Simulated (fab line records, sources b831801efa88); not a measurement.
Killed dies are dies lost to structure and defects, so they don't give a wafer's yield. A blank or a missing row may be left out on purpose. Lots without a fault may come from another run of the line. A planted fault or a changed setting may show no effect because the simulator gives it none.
Which tool did it? | flow gf180mcu | 15 lots, 45 wafers sampled, at 2 steps of a route of 602

WHAT THE GAUGES READ, wafer by wafer
GF_M1_OVL_MEAS_15.
lot  | measured     | on         | M1_OVL (nm)
L485 | day 18 03:01 | overlay-01 | -6 1 -1
L486 | day 18 07:34 | overlay-02 | -9 -2 -6
L487 | day 18 23:58 | overlay-02 | -6 -5 -10
L488 | day 19 11:43 | overlay-01 | 4 8 -2
L490 | day 19 23:02 | overlay-02 | -10 -15 -10
L489 | day 19 23:23 | overlay-02 | 1 -7 -11
L491 | day 20 07:56 | overlay-02 | 7 1 3
L496 | day 21 22:26 | overlay-01 | 4 6 9
L497 | day 22 11:00 | overlay-01 | 0 -2 -4
L500 | day 23 10:26 | overlay-01 | -6 4 -5
L501 | day 23 13:15 | overlay-01 | 3 2 4
L502 | day 23 18:58 | overlay-02 | 1 -9 -14
L503 | day 24 05:13 | overlay-01 | -1 5 2
L504 | day 24 14:55 | overlay-01 | -6 -2 0
L506 | day 24 22:09 | overlay-02 | 3 2 0

GF_V1_BOW_MEAS_05.
lot  | measured     | on            | V1_BOW (um)
L485 | day 18 04:26 | film_metro-03 | 94 90 87
L486 | day 18 08:51 | film_metro-04 | 72 71 78
L487 | day 19 01:13 | film_metro-01 | 71 83 80
L488 | day 19 13:05 | film_metro-04 | 92 74 92
L490 | day 20 00:24 | film_metro-04 | 75 82 81
L489 | day 20 00:41 | film_metro-03 | 90 86 79
L491 | day 20 09:11 | film_metro-01 | 82 76 95
L496 | day 21 23:45 | film_metro-01 | 78 97 81
L497 | day 22 12:18 | film_metro-01 | 72 88 83
L500 | day 23 11:52 | film_metro-01 | 78 77 70
L501 | day 23 14:57 | film_metro-03 | 81 70 69
L502 | day 23 20:39 | film_metro-03 | 85 68 79
L503 | day 24 06:30 | film_metro-01 | 81 93 80
L504 | day 24 16:34 | film_metro-03 | 85 87 79
L506 | day 24 23:26 | film_metro-03 | 91 90 80

WHICH TOOL RAN EACH LOT (tool, then ch and the chambers of the sampled wafers, then the start)
The record holds no process step before these readings.

WHAT THE TOOLS THEMSELVES READ (means of the sampled wafers that have a number; where no wafer has one, the mark that the record gives instead)
The record holds no such reading with a usual standard deviation.

THE ANSWER, worked out from the rows above alone
Rule: what is usual is taken from the lots themselves. Put in order of their means at a reading, lots are off if they are a third of the lots or fewer, leave a main group of 4 or more, and stand apart from it by a gap of 3 or more times the standard deviation of the main group's means; of several such gaps the widest counts. A main group whose means are all the same, to the digits that the tables above print for the reading, isn't used. A lot without any number at a reading at which 4 lots or more have one is off too. The other lots that the step has rows for count as sound. The gauges are gone through in route order, then the tools' own readings, and for those a lot's mean is taken as printed above. The first step at which some lot is off is used, and at that step the reading that is off furthest; a lot without a number counts as furthest.
No lot is off at any reading shown: from this, nothing can be told.

WHAT THE SIMULATOR HAD PUT IN
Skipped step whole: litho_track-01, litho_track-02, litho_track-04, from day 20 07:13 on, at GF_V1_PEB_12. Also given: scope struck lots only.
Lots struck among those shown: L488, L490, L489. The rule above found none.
